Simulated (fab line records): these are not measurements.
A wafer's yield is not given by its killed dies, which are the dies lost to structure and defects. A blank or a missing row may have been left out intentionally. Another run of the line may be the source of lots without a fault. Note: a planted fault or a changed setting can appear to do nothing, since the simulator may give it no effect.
Comparing a struck lot with a sound one | flow sky130 | 15 steps out of a route of 708
Sound: the wafers L316.2, L316.5, L316.6. Struck: wafers L327.2, L327.3, L327.5. At the end, the cause is stated.
For every step that has rows: the tool of each side, followed by ch and its chambers, followed by its first start. Under that, the readings that differ: sound wafers | struck wafers | difference of the means | sigmas: that difference in standard deviations of wafers without a fault.
alike: readings with means less than 2 such deviations apart, plus words and numbers identical on both sides. not compared: withheld readings, readings lacking a value on some wafer, bounds such as >300 that could conceal the same value, and numbers that have no deviation in the record and whose values overlap.
Wherever a step has rows on one side only, a row that says differs or no value, or a row with sigmas, the two part there. When numbers do not overlap yet have no deviation, they are printed without sigmas and do not part them. Lack of a reading on every wafer of one side parts them only where that side has two or more wafers.

SKY_METAL2_STRIP_20: strips in O2/N2.
  sound on plasma-asher-02 ch 0,1, day 35 02:52; struck on plasma-asher-04 ch 0,1, day 38 14:57
  alike: drypump-motor-current-A, oes-product-au, strip-time-to-endpoint-s
  not compared: rf-hours-counter-h
then, 4 steps without rows for these wafers: SKY_METAL2_STRIP_21 (strips in post etch residue remover, time 1200 s); SKY_METAL2_CLEAN_22 (cleans in IPA, time 180 s); SKY_METAL2_CLEAN_23 (cleans in O3/DIW); SKY_VIA2_HDPCVD_00 (deposits SiO2, target thk 1180 nm, time 196.7 s).
SKY_VIA2_THK_MEAS_01:
  struck on film-metro-01, day 38 15:41; sound on film-metro-01, day 35 03:39
  alike: VIA2_HDPCVD_THK
SKY_VIA2_CMP_02: polishes SiO2.
  sound on cmp-01 ch 2,3, day 35 04:01; struck on cmp-01 ch 2,3, day 38 15:44
  alike: motor-current-A
SKY_VIA2_BOW_MEAS_03:
  struck on film-metro-01, day 38 16:04; sound on film-metro-03, day 35 04:17
  alike: VIA2_BOW
then, 4 steps without rows for these wafers: SKY_VIA2_DEHYDRATE_04 (time 60 s); SKY_VIA2_HMDS_05 (prime time 60 s); SKY_VIA2_COAT_06 (resist thk 58.82 nm); SKY_VIA2_COAT_07 (resist thk 450 nm).
SKY_VIA2_SOFTBAKE_08: time 90 s.
  sound on litho-track-01 ch 0, day 35 17:00; struck on litho-track-01 ch 0, day 39 04:00
  reading          | sound                | struck               | difference | sigmas
  run-length-s (s) | 119.36 119.25 119.37 | 128.52 128.33 128.35 | +9.07      | +41
  alike: exhaust-pa
then, 1 step without rows for these wafers: SKY_VIA2_EXPOSE_09 (exposes mask VIM2, target cd 200 nm).
-- the record jumps here: 9 days lie between the struck wafers' starts before and after (it left off in module VIA2 and takes up again in module PAD_OPEN, whose first step shown is number 708 of the route) --
SKY_PAD_OPEN_PROBE_99:
  struck on prober-01, day 48 09:53; sound on prober-01, day 45 17:02
  reading            | sound    | struck   | difference | sigmas
  killed-at-contacts | 20 26 12 | 36 39 38 | +18        | +3
  alike: defect-limited-yield, killed_at_M0_to_M3, killed_at_M4_up, killed-at-front-end, killed-at-other, killed-dies, killed-open, killed-short, sort_bin_3_pad_short, sort_bin_5_function, sort_bin_6_memory, sort-n-pass, sort-yield-pct

## WHERE THEY PART
Earliest at SKY_VIA2_SOFTBAKE_08; latest, in this record, at SKY_PAD_OPEN_PROBE_99.

WHY: the cause the simulator had injected
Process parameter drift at SKY_VIA2_SOFTBAKE_08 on litho-track-01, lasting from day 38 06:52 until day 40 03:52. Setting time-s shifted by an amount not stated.
